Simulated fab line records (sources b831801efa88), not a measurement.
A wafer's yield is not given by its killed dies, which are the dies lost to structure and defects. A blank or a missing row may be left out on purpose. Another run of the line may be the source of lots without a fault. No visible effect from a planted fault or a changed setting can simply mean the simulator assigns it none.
fab line records	flow sfq_line
record: lots: 5	wafers: 23
route steps=325 shown M3@126 I3@140 M4@152 I4@168 R5@217 M6@252
start_h: hours from the record's opening day to when the first of the lot's shown wafers began	wait_h: hours elapsed since this lot's preceding step	" identical to the entry in the row above	L1.1+2: a single row standing in for several wafers	- no value, or no start given	* or withheld: withheld	< > ~ a bound
route shown NAME@n: names a module that has steps shown in the file, with the first one's number in the route	usual: mean/standard deviation taken from wafers without a fault	same: alike in all rows	chamber/n: place in a boat	sites: each site's reading	_std_site: how widely they spread, as a standard deviation	_edge_site: mean of outer sites minus mean of inner sites	radius_mm: how far each site lies from the wafer's centre	mask NAME#n: copy n	behind: the tool/chamber that last shaped the wafer	hold: reason for holding the lot/hours on hold/outcome of the hold	device: names the non-switching transistor (n, p or np)	end of line: at the end of the route, the tests of the same wafers	where a step has no rows: the recipe by itself	killed: at the first sort, the dies lost to defects and structure; wafer yield is something else	map: a wafer's dies, x killed, . not, _ none there
set.NAME: the setting that was run; set.NAME@STEP: the one run at that earlier step	model.NAME: the simulator's own value behind a step, which no gauge read
lots with deliberately changed settings; one table per step, one row per wafer
== steps ==
step: SFQ_TRILAYER_M3_LITHO_PEB_078
recipe: peb_temp_c: 115	peb_time_s: 60	resist: KrF
lot.wafer	tool	chamber	start_h	wait_h	set.peb_temp_c
L075.2+5+6	litho_track-03	0	1010.59	0.8	115
L078.1+2	litho_track-02	0	1049.81	1.0	111.8
L078.3+4+5	"	0	"	"	115
L081.1+2+3+4+5	litho_track-02	0	1234.77	1.0	115
L083.2+3+5	litho_track-03	0	1245.73	0.8	113.5
L083.4+6	"	0	"	"	115
L085.1+3	litho_track-03	0	1267.43	1.0	115
L085.2+5+6	"	0	"	"	117.1
step: SFQ_TRILAYER_M3_LITHO_DEVELOP_077
recipe: time_s: 60	resist: KrF
step: SFQ_TRILAYER_M3_BARC_OPEN_METAL_ETCH_100
recipe: mask_material: PR	chemistry: O2	target_depth_nm: 125	target: BARC	icp_w: 600	bias_w: 80	pressure_mtorr: 10	time_s: 41.7
lot.wafer	tool	chamber	start_h	wait_h	set.peb_temp_c@TRILAYER_M3_LITHO_PEB_078	model.M3.cd_nm
L075.2	rie_metal-01	1	1010.90	0.0	115	502.8
L075.5	"	0	"	"	115	499
L075.6	"	1	"	"	115	501.7
L078.1	rie_metal-01	0	1050.15	0.0	111.8	566.8
L078.2	"	1	"	"	111.8	567.8
L078.3	"	0	"	"	115	501.8
L078.4	"	1	"	"	115	501.5
L078.5	"	0	"	"	115	500.8
L081.1	rie_metal-03	1	1235.11	0.0	115	503.3
L081.2	"	0	"	"	115	502.3
L081.3	"	1	"	"	115	503.2
L081.4	"	0	"	"	115	501.8
L081.5	"	1	"	"	115	502.7
L083.2	rie_metal-01	1	1246.04	0.0	113.5	528.1
L083.3	"	1	"	"	113.5	528.6
L083.4	"	0	"	"	115	499.1
L083.5	"	1	"	"	113.5	529.5
L083.6	"	0	"	"	115	498.2
L085.1	rie_metal-01	0	1267.77	0.0	115	500.6
L085.2	"	1	"	"	117.1	465.4
L085.3	"	1	"	"	115	502
L085.5	"	0	"	"	117.1	466.4
L085.6	"	1	"	"	117.1	467.3
step: SFQ_TRILAYER_M3_ETCH_METAL_ETCH_078
recipe: target: Nb	stop_on: SiO2	mask_material: PR	chemistry: Cl2/Ar	target_depth_nm: 240	icp_w: 600	bias_w: 80	pressure_mtorr: 10	time_s: 120
lot.wafer	tool	chamber	start_h	wait_h	set.time_s	set.peb_temp_c@TRILAYER_M3_LITHO_PEB_078	model.M3.cd_nm
L075.2	rie_metal-01	1	1010.96	0.0	120	115	501.3
L075.5	"	0	"	"	120	115	497.2
L075.6	"	1	"	"	120	115	500.8
L078.1	rie_metal-01	0	1050.21	0.0	120	111.8	565.6
L078.2	"	1	"	"	120	111.8	568.3
L078.3	"	0	"	"	120	115	501.4
L078.4	"	1	"	"	120	115	502.8
L078.5	"	0	"	"	120	115	500
L081.1	rie_metal-03	1	1235.17	0.0	120	115	502.8
L081.2	"	0	"	"	120	115	501.5
L081.3	"	1	"	"	120	115	502.5
L081.4	"	0	"	"	120	115	501.3
L081.5	"	1	"	"	120	115	503.3
L083.2	rie_metal-01	1	1246.10	0.0	120	113.5	532.4
L083.3	"	1	"	"	120	113.5	532.1
L083.4	"	0	"	"	120	115	499.2
L083.5	"	1	"	"	120	113.5	533.1
L083.6	"	0	"	"	120	115	500
L085.1	rie_metal-01	0	1267.83	0.0	107	115	501.1
L085.2	"	1	"	"	120	117.1	467.6
L085.3	"	1	"	"	120	115	504.2
L085.5	"	0	"	"	120	117.1	466.4
L085.6	"	1	"	"	107	117.1	468.9
step: SFQ_TRILAYER_I3_VIA_LITHO_EXPOSE_086
recipe: mask_id: I3	na: 0.6	source_shape: conventional	sigma_outer: 0.65	target_cd_nm: 500	dose_mj: 21.3
lot.wafer	tool	chamber	start_h	wait_h	mask	set.dose_mj
L075.2+5+6	krf_scanner-02	0	1155.59	-	I3#0	21.3
L078.1+3+5	krf_scanner-02	0	1195.46	-	I3#0	21.3
L078.2+4	"	0	"	"	I3#0	20.46
L081.1+4+5	krf_scanner-02	0	1241.34	-	I3#0	21.3
L081.2+3	"	0	"	"	I3#0	20.69
L083.2+3+4+5+6	krf_scanner-01	0	1380.94	-	I3#0	21.3
L085.1+2+3+5+6	krf_scanner-01	0	1400.47	-	I3#0	21.3
step: SFQ_TRILAYER_I3_VIA_LITHO_PEB_088
recipe: peb_temp_c: 115	peb_time_s: 61.67	resist: KrF
step: SFQ_TRILAYER_I3_VIA_LITHO_DEVELOP_087
recipe: time_s: 60	resist: KrF
step: SFQ_TRILAYER_I3_VIA_BARC_OPEN_VIA_ETCH_121
recipe: mask_material: PR	chemistry: O2	target_depth_nm: 125	target: BARC	source_w: 500	bias_w: 80	pressure_mtorr: 30	time_s: 41.7
lot.wafer	tool	chamber	start_h	wait_h	set.dose_mj@TRILAYER_I3_VIA_LITHO_EXPOSE_086	model.I3.cd_nm
L075.2	rie_diel-01	1	1156.93	0.0	21.3	505.1
L075.5	"	2	"	"	21.3	504
L075.6	"	3	"	"	21.3	505.8
L078.1	rie_diel-03	1	1197.00	0.0	21.3	502.2
L078.2	"	3	"	"	20.46	495.5
L078.3	"	0	"	"	21.3	502
L078.4	"	2	"	"	20.46	495.9
L078.5	"	0	"	"	21.3	502.6
L081.1	rie_diel-03	0	1242.88	0.0	21.3	503.2
L081.2	"	2	"	"	20.69	498.3
L081.3	"	3	"	"	20.69	496.3
L081.4	"	1	"	"	21.3	501.5
L081.5	"	1	"	"	21.3	501.8
L083.2	rie_diel-04	3	1382.28	0.0	21.3	503.8
L083.3	"	1	"	"	21.3	501.9
L083.4	"	2	"	"	21.3	503.7
L083.5+6	"	2,3	"	"	21.3	503.6
L085.1+6	rie_diel-01	3,2	1402.00	0.0	21.3	504.1
L085.2	"	2	"	"	21.3	504.3
L085.3	"	0	"	"	21.3	506.5
L085.5	"	1	"	"	21.3	502.4
step: SFQ_TRILAYER_M4_LITHO_COAT_098
recipe: resist: BARC	spin_rpm: 3000	resist_thk_nm: 62
lot.wafer	tool	chamber	start_h	wait_h	set.resist_thk_nm	model.BARC_of_TRILAYER_M4_LITHO_COAT_098.thk_nm
L075.2	litho_track-04	0	1158.21	0.1	62	61.79
L075.5	"	0	"	"	62	61.78
L075.6	"	0	"	"	62	61.88
L078.1	litho_track-01	0	1198.23	0.1	63.09	63.23
L078.2	"	0	"	"	63.09	62.98
L078.3	"	0	"	"	62	61.91
L078.4	"	0	"	"	62	61.96
L078.5	"	0	"	"	63.09	63.07
L081.1	litho_track-02	0	1244.10	0.1	62	61.9
L081.2	"	0	"	"	62	61.96
L081.3	"	0	"	"	62	61.88
L081.4	"	0	"	"	62	61.89
L081.5	"	0	"	"	62	62.02
L083.2	litho_track-02	0	1383.56	0.1	62	62.21
L083.3	"	0	"	"	63.54	63.77
L083.4	"	0	"	"	63.54	63.63
L083.5	"	0	"	"	63.54	63.79
L083.6	"	0	"	"	62	62.32
L085.1	litho_track-02	0	1403.23	0.1	62	62.13
L085.2	"	0	"	"	65.42	65.56
L085.3	"	0	"	"	65.42	65.55
L085.5	"	0	"	"	62	62.12
L085.6	"	0	"	"	62	62.31
step: SFQ_TRILAYER_M4_LITHO_COAT_093
recipe: resist: KrF	spin_rpm: 3000	resist_thk_nm: 600
step: SFQ_TRILAYER_M4_LITHO_SOFTBAKE_097
recipe: temp_c: withheld	time_s: withheld	resist: KrF
step: SFQ_TRILAYER_M4_LITHO_DEVELOP_095
recipe: time_s: 60	resist: KrF
step: SFQ_TRILAYER_M4_BARC_OPEN_METAL_ETCH_123
recipe: mask_material: PR	chemistry: O2	target_depth_nm: 125	target: BARC	icp_w: 600	bias_w: 80	pressure_mtorr: 10	time_s: 41.7
lot.wafer	tool	chamber	start_h	wait_h	set.resist_thk_nm@TRILAYER_M4_LITHO_COAT_098	model.etch.depth_nm
L075.2	rie_metal-04	0	1302.69	0.0	62	61.79
L075.5	"	1	"	"	62	61.78
L075.6	"	0	"	"	62	61.88
L078.1	rie_metal-02	1	1338.02	0.0	63.09	63.23
L078.2	"	0	"	"	63.09	62.98
L078.3+4	"	1,0	"	"	62	-
L078.5	"	1	"	"	63.09	-
L081.1+5	rie_metal-02	1,0	1376.28	0.0	62	-
L081.2	"	0	"	"	62	61.96
L081.3	"	0	"	"	62	61.88
L081.4	"	1	"	"	62	61.89
L083.2	rie_metal-02	1	1385.79	0.0	62	62.21
L083.3	"	0	"	"	63.54	63.77
L083.4	"	1	"	"	63.54	63.63
L083.5	"	0	"	"	63.54	63.79
L083.6	"	1	"	"	62	62.32
L085.1	rie_metal-04	0	1413.15	0.0	62	62.13
L085.2	"	1	"	"	65.42	65.56
L085.3	"	1	"	"	65.42	65.55
L085.5	"	1	"	"	62	62.12
L085.6	"	0	"	"	62	62.31
step: SFQ_TRILAYER_I4_VIA_LITHO_COAT_103
recipe: resist: KrF	spin_rpm: 3000	resist_thk_nm: 650
lot.wafer	tool	chamber	start_h	wait_h	set.spin_rpm	model.KrF_of_TRILAYER_I4_VIA_LITHO_COAT_103.thk_nm
L075.2	litho_track-01	0	1308.40	0.2	3000	646
L075.5	"	0	"	"	3000	646.4
L075.6	"	0	"	"	3000	645.7
L078.1	litho_track-01	0	1344.32	0.2	3000	650.7
L078.2	"	0	"	"	3000	652.2
L078.3	"	0	"	"	3000	651
L078.4	"	0	"	"	3058	646.8
L078.5	"	0	"	"	3058	645.1
L081.1	litho_track-01	0	1395.76	0.2	3185	628.8
L081.2	"	0	"	"	3185	628.9
L081.3	"	0	"	"	3000	646.9
L081.4	"	0	"	"	3185	627.3
L081.5	"	0	"	"	3000	648.4
L083.2	litho_track-03	0	1405.95	0.2	3000	649.8
L083.3	"	0	"	"	2927	657.8
L083.4	"	0	"	"	2927	657.5
L083.5	"	0	"	"	3000	648
L083.6	"	0	"	"	3000	648.6
L085.1	litho_track-03	0	1420.10	0.2	2875	661.1
L085.2	"	0	"	"	2875	664.5
L085.3	"	0	"	"	3000	650.2
L085.5	"	0	"	"	2875	664.3
L085.6	"	0	"	"	3000	650.5
step: SFQ_TRILAYER_I4_VIA_LITHO_SOFTBAKE_107
recipe: temp_c: withheld	time_s: withheld	resist: KrF
step: SFQ_TRILAYER_I4_VIA_LITHO_EXPOSE_104
recipe: mask_id: I4	na: 0.6	source_shape: conventional	sigma_outer: 0.65	target_cd_nm: 700	dose_mj: 21.3
step: SFQ_TRILAYER_I4_VIA_LITHO_DEVELOP_105
recipe: time_s: 60	resist: KrF
step: SFQ_TRILAYER_I4_VIA_BARC_OPEN_VIA_ETCH_146
recipe: mask_material: PR	chemistry: O2	target_depth_nm: 125	target: BARC	source_w: 500	bias_w: 80	pressure_mtorr: 30	time_s: 41.7
lot.wafer	tool	chamber	start_h	wait_h	set.spin_rpm@TRILAYER_I4_VIA_LITHO_COAT_103	model.KrF_of_TRILAYER_I4_VIA_LITHO_COAT_103.thk_nm
L075.2	rie_diel-01	2	1310.42	0.0	3000	569.2
L075.5	"	3	"	"	3000	569.8
L075.6	"	0	"	"	3000	569.4
L078.1	rie_diel-04	3	1346.31	0.0	3000	574.8
L078.2	"	2	"	"	3000	575.4
L078.3	"	1	"	"	3000	573.1
L078.4	"	0	"	"	3058	570.6
L078.5	"	1	"	"	3058	567.3
L081.1	rie_diel-01	0	1409.55	0.0	3185	551.6
L081.2	"	1	"	"	3185	551.9
L081.3	"	2	"	"	3000	569.2
L081.4	"	3	"	"	3185	550.5
L081.5	"	2	"	"	3000	570.2
L083.2	rie_diel-02	3	1414.35	0.0	3000	573
L083.3	"	1	"	"	2927	581.1
L083.4	"	2	"	"	2927	581.7
L083.5	"	3	"	"	3000	571.2
L083.6	"	2	"	"	3000	572.4
L085.1	rie_diel-04	1	1423.95	0.0	2875	583.5
L085.2	"	0	"	"	2875	587.9
L085.3	"	2	"	"	3000	574.2
L085.5	"	3	"	"	2875	588.9
L085.6	"	0	"	"	3000	573.8
step: SFQ_TRILAYER_I4_VIA_ETCH_VIA_ETCH_106
recipe: target: SiO2	stop_on: Nb	mask_material: PR	taper_deg: 20	chemistry: CHF3	target_depth_nm: 260	source_w: 500	bias_w: 80	pressure_mtorr: 30	time_s: withheld
lot.wafer	tool	chamber	start_h	wait_h	set.spin_rpm@TRILAYER_I4_VIA_LITHO_COAT_103	model.KrF_of_TRILAYER_I4_VIA_LITHO_COAT_103.thk_nm
L075.2	rie_diel-01	2	1310.46	0.0	3000	524.7
L075.5	"	3	"	"	3000	524.8
L075.6	"	0	"	"	3000	524.9
L078.1	rie_diel-04	3	1346.35	0.0	3000	531
L078.2	"	2	"	"	3000	530.6
L078.3	"	1	"	"	3000	527.9
L078.4	"	0	"	"	3058	526.9
L078.5	"	1	"	"	3058	522
L081.1+2	rie_diel-01	0,1	1409.59	0.0	3185	507
L081.3	"	2	"	"	3000	523.7
L081.4	"	3	"	"	3185	506
L081.5	"	2	"	"	3000	524.9
L083.2	rie_diel-02	3	1414.39	0.0	3000	528.4
L083.3	"	1	"	"	2927	536.4
L083.4	"	2	"	"	2927	537.6
L083.5	"	3	"	"	3000	527
L083.6	"	2	"	"	3000	528.7
L085.1	rie_diel-04	1	1423.99	0.0	2875	538.2
L085.2	"	0	"	"	2875	543.2
L085.3	"	2	"	"	3000	530.4
L085.5	"	3	"	"	2875	545.3
L085.6	"	0	"	"	3000	529.4
step: SFQ_TRILAYER_R5_LITHO_COAT_141
recipe: resist: BARC	spin_rpm: 3000	resist_thk_nm: 62
lot.wafer	tool	chamber	start_h	wait_h	set.resist_thk_nm	model.BARC_of_TRILAYER_R5_LITHO_COAT_141.thk_nm
L075.2	litho_track-04	0	1327.38	0.1	62	62.09
L075.5	"	0	"	"	62	62.03
L075.6	"	0	"	"	62	62
L078.1	litho_track-01	0	1407.95	0.1	62	62.05
L078.2	"	0	"	"	62	61.94
L078.3	"	0	"	"	62	62.14
L078.4	"	0	"	"	62	62.02
L078.5	"	0	"	"	62	62.08
L081.1	litho_track-04	0	1543.53	0.1	62	62.23
L081.2+3	"	0	"	"	62	62.19
L081.4	"	0	"	"	60.13	60.15
L081.5	"	0	"	"	60.13	60.3
L083.2	litho_track-01	0	1546.58	0.1	63.05	62.85
L083.3	"	0	"	"	62	61.75
L083.4	"	0	"	"	63.05	62.83
L083.5	"	0	"	"	62	61.62
L083.6	"	0	"	"	62	61.57
L085.1	litho_track-04	0	1552.53	0.1	60.98	61.17
L085.2	"	0	"	"	62	62.02
L085.3	"	0	"	"	62	61.99
L085.5	"	0	"	"	60.98	60.93
L085.6	"	0	"	"	60.98	60.94
step: SFQ_TRILAYER_R5_LITHO_PEB_139
recipe: peb_temp_c: 115	peb_time_s: 60	resist: KrF
lot.wafer	tool	chamber	start_h	wait_h	set.peb_time_s
L075.2+5+6	litho_track-02	0	1329.31	0.8	60
L078.1+2+3+4+5	litho_track-04	0	1416.42	1.0	60
L081.1+2+4	litho_track-01	0	1549.47	1.0	53.18
L081.3+5	"	0	"	"	60
L083.2+3	litho_track-04	0	1551.89	0.8	60
L083.4+5+6	"	0	"	"	54.02
L085.1+2	litho_track-04	0	1556.67	1.0	66.06
L085.3+5+6	"	0	"	"	60
step: SFQ_TRILAYER_R5_LITHO_DEVELOP_138
recipe: time_s: 60	resist: KrF
step: SFQ_TRILAYER_R5_BARC_OPEN_METAL_ETCH_177
recipe: mask_material: PR	chemistry: O2	target_depth_nm: 125	target: BARC	icp_w: 600	bias_w: 80	pressure_mtorr: 10	time_s: 41.7
lot.wafer	tool	chamber	start_h	wait_h	set.resist_thk_nm@TRILAYER_R5_LITHO_COAT_141	set.peb_time_s@TRILAYER_R5_LITHO_PEB_139	model.R5.cd_nm	model.etch.depth_nm
L075.2	rie_metal-04	0	1329.62	0.0	62	60	499	62.09
L075.5	"	1	"	"	62	60	498.2	62.03
L075.6	"	0	"	"	62	60	499.1	62
L078.1	rie_metal-01	1	1416.75	0.0	62	60	497.9	62.05
L078.2	"	0	"	"	62	60	501.4	61.94
L078.3	"	0	"	"	62	60	500.8	-
L078.4	"	1	"	"	62	60	498.5	-
L078.5	"	0	"	"	62	60	501.6	-
L081.1	rie_metal-02	1	1549.80	0.0	62	53.18	516.5	-
L081.2	"	0	"	"	62	53.18	516.9	62.19
L081.3	"	0	"	"	62	60	500.3	62.19
L081.4	"	1	"	"	60.13	53.18	517.6	60.15
L081.5	"	1	"	"	60.13	60	500.1	-
L083.2	rie_metal-02	0	1552.20	0.0	63.05	60	500.7	62.85
L083.3	"	0	"	"	62	60	499.9	61.75
L083.4	"	1	"	"	63.05	54.02	514.3	62.83
L083.5	"	0	"	"	62	54.02	515.8	61.62
L083.6	"	1	"	"	62	54.02	515.9	61.57
L085.1	rie_metal-01	0	1557.00	0.0	60.98	66.06	485.1	61.17
L085.2	"	1	"	"	62	66.06	484.4	62.02
L085.3	"	1	"	"	62	60	498.7	61.99
L085.5	"	1	"	"	60.98	60	499.1	60.93
L085.6	"	0	"	"	60.98	60	498.2	60.94
step: SFQ_TRILAYER_M6_DEP_SPUTTER_157
recipe: material: Nb	base_pressure_pa: 1.33e-06	chamber_pressure_pa: 0.1333	substrate_temp_c: 20	target_thk_nm: 200	power_w: 2000	time_s: 133.3
lot.wafer	tool	chamber	start_h	wait_h	set.time_s	model.Nb_of_TRILAYER_M6_DEP_SPUTTER_157.thk_nm
L075.2	pvd_sputter-06	-	1519.92	0.0	133.3	200.2
L075.5	"	-	"	"	133.3	199.8
L075.6	"	-	"	"	133.3	203.3
L078.1	pvd_sputter-05	-	1524.44	0.0	133.3	199.3
L078.2	"	-	"	"	133.3	201.9
L078.3+5	"	-	"	"	151.9	229
L078.4	"	-	"	"	151.9	227.8
L081.1	pvd_sputter-03	-	1655.87	0.0	147.9	221.9
L081.2	"	-	"	"	133.3	201.8
L081.3	"	-	"	"	133.3	203.4
L081.4	"	-	"	"	133.3	199.1
L081.5	"	-	"	"	147.9	221.1
L083.2	pvd_sputter-05	-	1658.29	0.0	133.3	199.2
L083.3+6	"	-	"	"	133.3	199.7
L083.4	"	-	"	"	133.3	202.2
L083.5	"	-	"	"	133.3	201.1
L085.1	pvd_sputter-03	-	1664.27	0.0	133.3	201.1
L085.2	"	-	"	"	133.3	201.9
L085.3	"	-	"	"	133.3	197.6
L085.5	"	-	"	"	133.3	202.3
L085.6	"	-	"	"	133.3	200.9
step: SFQ_M6_RS_MEAS_938
recipe: thk_meas_gauge: four-point-probe	reads: Nb_of_TRILAYER_M6_DEP_SPUTTER_157
usual: M6_NB_RS: 0.884/0.009
lot.wafer	tool	chamber	start_h	wait_h	set.time_s@TRILAYER_M6_DEP_SPUTTER_157	M6_NB_RS[ohm/sq]
L075.2	film_metro-04	-	1520.03	0.1	133.3	0.886
L075.5	"	-	"	"	133.3	0.888
L075.6	"	-	"	"	133.3	0.874
L078.1	film_metro-04	-	1524.53	0.0	133.3	0.891
L078.2	"	-	"	"	133.3	0.880
L078.3	"	-	"	"	151.9	0.775
L078.4	"	-	"	"	151.9	0.779
L078.5	"	-	"	"	151.9	0.775
L081.1	film_metro-03	-	1655.96	0.0	147.9	0.801
L081.2	"	-	"	"	133.3	0.883
L081.3	"	-	"	"	133.3	0.875
L081.4	"	-	"	"	133.3	0.892
L081.5	"	-	"	"	147.9	0.805
L083.2	film_metro-04	-	1658.40	0.1	133.3	0.893
L083.3	"	-	"	"	133.3	0.888
L083.4	"	-	"	"	133.3	0.879
L083.5	"	-	"	"	133.3	0.882
L083.6	"	-	"	"	133.3	0.889
L085.1	film_metro-03	-	1664.36	0.0	133.3	0.885
L085.2	"	-	"	"	133.3	0.884
L085.3	"	-	"	"	133.3	0.900
L085.5	"	-	"	"	133.3	0.882
L085.6	"	-	"	"	133.3	0.886
step: SFQ_TRILAYER_M6_LITHO_COAT_164
recipe: resist: BARC	spin_rpm: 3000	resist_thk_nm: 62
step: SFQ_TRILAYER_M6_BARC_OPEN_METAL_ETCH_206
recipe: mask_material: PR	chemistry: O2	target_depth_nm: 125	target: BARC	icp_w: 600	bias_w: 77.63	pressure_mtorr: 10	time_s: 41.7
step: SFQ_TRILAYER_M6_ETCH_METAL_ETCH_162
recipe: target: Nb	stop_on: SiO2	mask_material: PR	chemistry: Cl2/Ar	target_depth_nm: 240	icp_w: 600	bias_w: 80	pressure_mtorr: 10	time_s: 120
usual: oes_product_au: 0.897/0.0067
lot.wafer	tool	chamber	start_h	wait_h	set.time_s@TRILAYER_M6_DEP_SPUTTER_157	oes_product_au
L075.2	rie_metal-01	1	1622.45	0.1	133.3	0.895
L075.5	"	1	"	"	133.3	0.884
L075.6	"	0	"	"	133.3	0.906
L078.1	rie_metal-01	0	1627.21	0.1	133.3	0.892
L078.2	"	1	"	"	133.3	0.891
L078.3	"	0	"	"	151.9	0.962
L078.4	"	1	"	"	151.9	0.970
L078.5	"	1	"	"	151.9	0.968
L081.1	rie_metal-03	1	1660.84	0.0	147.9	0.948
L081.2	"	0	"	"	133.3	0.900
L081.3	"	1	"	"	133.3	0.901
L081.4	"	0	"	"	133.3	0.892
L081.5	"	0	"	"	147.9	0.951
L083.2	rie_metal-01	1	1662.14	0.1	133.3	0.900
L083.3	"	1	"	"	133.3	0.899
L083.4	"	1	"	"	133.3	0.901
L083.5	"	1	"	"	133.3	0.900
L083.6	"	1	"	"	133.3	0.890
L085.1	rie_metal-03	0	1666.89	0.0	133.3	0.903
L085.2	"	1	"	"	133.3	0.901
L085.3	"	1	"	"	133.3	0.887
L085.5	"	1	"	"	133.3	0.902
L085.6	"	0	"	"	133.3	0.892
== key ==
split: step: SFQ_TRILAYER_M3_LITHO_PEB_078	setting: peb_temp_c	stated: 115	by: wafer
response: step: SFQ_TRILAYER_M3_BARC_OPEN_METAL_ETCH_100	reading: model.M3.cd_nm	change: -22.4	per: 1%	r: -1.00
response: step: SFQ_TRILAYER_M3_ETCH_METAL_ETCH_078	reading: model.M3.cd_nm	change: -22.6	per: 1%	r: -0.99
split: step: SFQ_TRILAYER_M3_ETCH_METAL_ETCH_078	setting: time_s	stated: 120	by: wafer
response none clear
split: step: SFQ_TRILAYER_I3_VIA_LITHO_EXPOSE_086	setting: dose_mj	stated: 21.3	by: wafer
response: step: SFQ_TRILAYER_I3_VIA_BARC_OPEN_VIA_ETCH_121	reading: model.I3.cd_nm	change: +1.67	per: 1%	r: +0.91
split: step: SFQ_TRILAYER_M4_LITHO_COAT_098	setting: resist_thk_nm	stated: 62	by: wafer
response: step: SFQ_TRILAYER_M4_LITHO_COAT_098	reading: model.BARC_of_TRILAYER_M4_LITHO_COAT_098.thk_nm	change: +0.611	per: 1%	r: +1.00
response: step: SFQ_TRILAYER_M4_BARC_OPEN_METAL_ETCH_123	reading: model.etch.depth_nm	change: +0.607	per: 1%	r: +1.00
split: step: SFQ_TRILAYER_I4_VIA_LITHO_COAT_103	setting: spin_rpm	stated: 3000	by: wafer
response: step: SFQ_TRILAYER_I4_VIA_LITHO_COAT_103	reading: model.KrF_of_TRILAYER_I4_VIA_LITHO_COAT_103.thk_nm	change: -3.16	per: 1%	r: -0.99
response: step: SFQ_TRILAYER_I4_VIA_BARC_OPEN_VIA_ETCH_146	reading: model.KrF_of_TRILAYER_I4_VIA_LITHO_COAT_103.thk_nm	change: -3.06	per: 1%	r: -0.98
response: step: SFQ_TRILAYER_I4_VIA_ETCH_VIA_ETCH_106	reading: model.KrF_of_TRILAYER_I4_VIA_LITHO_COAT_103.thk_nm	change: -2.96	per: 1%	r: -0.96
split: step: SFQ_TRILAYER_R5_LITHO_COAT_141	setting: resist_thk_nm	stated: 62	by: wafer
response: step: SFQ_TRILAYER_R5_LITHO_COAT_141	reading: model.BARC_of_TRILAYER_R5_LITHO_COAT_141.thk_nm	change: +0.655	per: 1%	r: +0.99
response: step: SFQ_TRILAYER_R5_BARC_OPEN_METAL_ETCH_177	reading: model.etch.depth_nm	change: +0.665	per: 1%	r: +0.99
split: step: SFQ_TRILAYER_R5_LITHO_PEB_139	setting: peb_time_s	stated: 60	by: wafer
response: step: SFQ_TRILAYER_R5_BARC_OPEN_METAL_ETCH_177	reading: model.R5.cd_nm	change: -1.46	per: 1%	r: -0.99
split: step: SFQ_TRILAYER_M6_DEP_SPUTTER_157	setting: time_s	stated: 133.3	by: wafer
response: step: SFQ_TRILAYER_M6_DEP_SPUTTER_157	reading: model.Nb_of_TRILAYER_M6_DEP_SPUTTER_157.thk_nm	change: +1.94	per: 1%	r: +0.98
response: step: SFQ_M6_RS_MEAS_938	reading: M6_NB_RS	change: -0.00764	per: 1%	r: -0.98
response: step: SFQ_TRILAYER_M6_ETCH_METAL_ETCH_162	reading: oes_product_au	change: +0.00514	per: 1%	r: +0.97
